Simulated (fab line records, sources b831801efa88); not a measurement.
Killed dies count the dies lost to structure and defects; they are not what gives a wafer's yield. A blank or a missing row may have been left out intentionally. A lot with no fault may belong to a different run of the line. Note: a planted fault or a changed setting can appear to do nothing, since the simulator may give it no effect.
Which tool was responsible? | flow gf180mcu | 6 lots, 18 wafers sampled, at 4 steps of a route of 602

## WHAT EACH GAUGE READ, for each wafer
GF_V1_BOW_MEAS_05.
lot  | measured     | on            | V1_BOW (um)
L259 | day 17 19:25 | film-metro-02 | 86 81 89
L261 | day 18 16:01 | film-metro-01 | 85 79 83
L266 | day 20 15:32 | film-metro-02 | 69 51 59
L268 | day 21 10:56 | film-metro-04 | 80 87 81
L276 | day 24 01:35 | film-metro-04 | 92 88 83
L280 | day 25 06:16 | film-metro-02 | 82 88 79

## EACH LOT AND THE TOOL THAT RAN IT (in order: tool; ch and the chambers of the sampled wafers; start)
lot  | GF_CONTACT_SPUTTER_22        | GF_M1_SPUTTER_00             | GF_V1_CVD_00
L259 | pvd-sputter-03, day 16 18:17 | pvd-sputter-01, day 16 18:58 | hdpcvd-02 ch 0,1, day 17 18:49
L261 | pvd-sputter-02, day 17 14:14 | pvd-sputter-03, day 17 14:55 | hdpcvd-01 ch 0,2, day 18 15:25
L266 | pvd-sputter-04, day 19 12:41 | pvd-sputter-03, day 19 13:22 | hdpcvd-01 ch 0,1,2, day 20 14:55
L268 | pvd-sputter-04, day 20 08:25 | pvd-sputter-01, day 20 09:12 | hdpcvd-01 ch 0,2, day 21 10:23
L276 | pvd-sputter-04, day 23 01:22 | pvd-sputter-01, day 23 02:03 | hdpcvd-02 ch 0,1, day 24 00:59
L280 | pvd-sputter-02, day 24 05:59 | pvd-sputter-03, day 24 06:40 | hdpcvd-01 ch 1,2, day 25 05:34
- GF_CONTACT_SPUTTER_22: material Ti, target thk 15 nm, time 80.02 s.
- GF_M1_SPUTTER_00: material Ti, target thk 37.5 nm, time 150 s.
- GF_V1_CVD_00: deposits SiO2, target thk 600 nm, time 100 s.

## THE ANSWER, worked out from the rows above alone
Rule: the lots themselves supply what counts as usual. The widest of any qualifying gaps counts: lots, ordered by their means at a reading, are off when they make up no more than a third of the lots, leave a main group of 4 or more, and stand apart from it by 3 or more times the standard deviation of that group's means. A main group whose means are all the same, to the digits that the tables above print for the reading, isn't used. A lot without any number at a reading at which 4 lots or more have one is off too. Any other lot the step has rows for is counted as sound.
Off: L266, at GF_V1_BOW_MEAS_05 (V1_BOW). The main group has a mean of 84 um with a standard deviation of 2.
A tool fits if, at a process step before that reading, it ran every lot that is off, and no sound lot after the first of them. Those tools and the gauges at GF_V1_BOW_MEAS_05 are tried in the same way. Of those tried, none fits.

## WHAT THE SIMULATOR HAD PUT IN
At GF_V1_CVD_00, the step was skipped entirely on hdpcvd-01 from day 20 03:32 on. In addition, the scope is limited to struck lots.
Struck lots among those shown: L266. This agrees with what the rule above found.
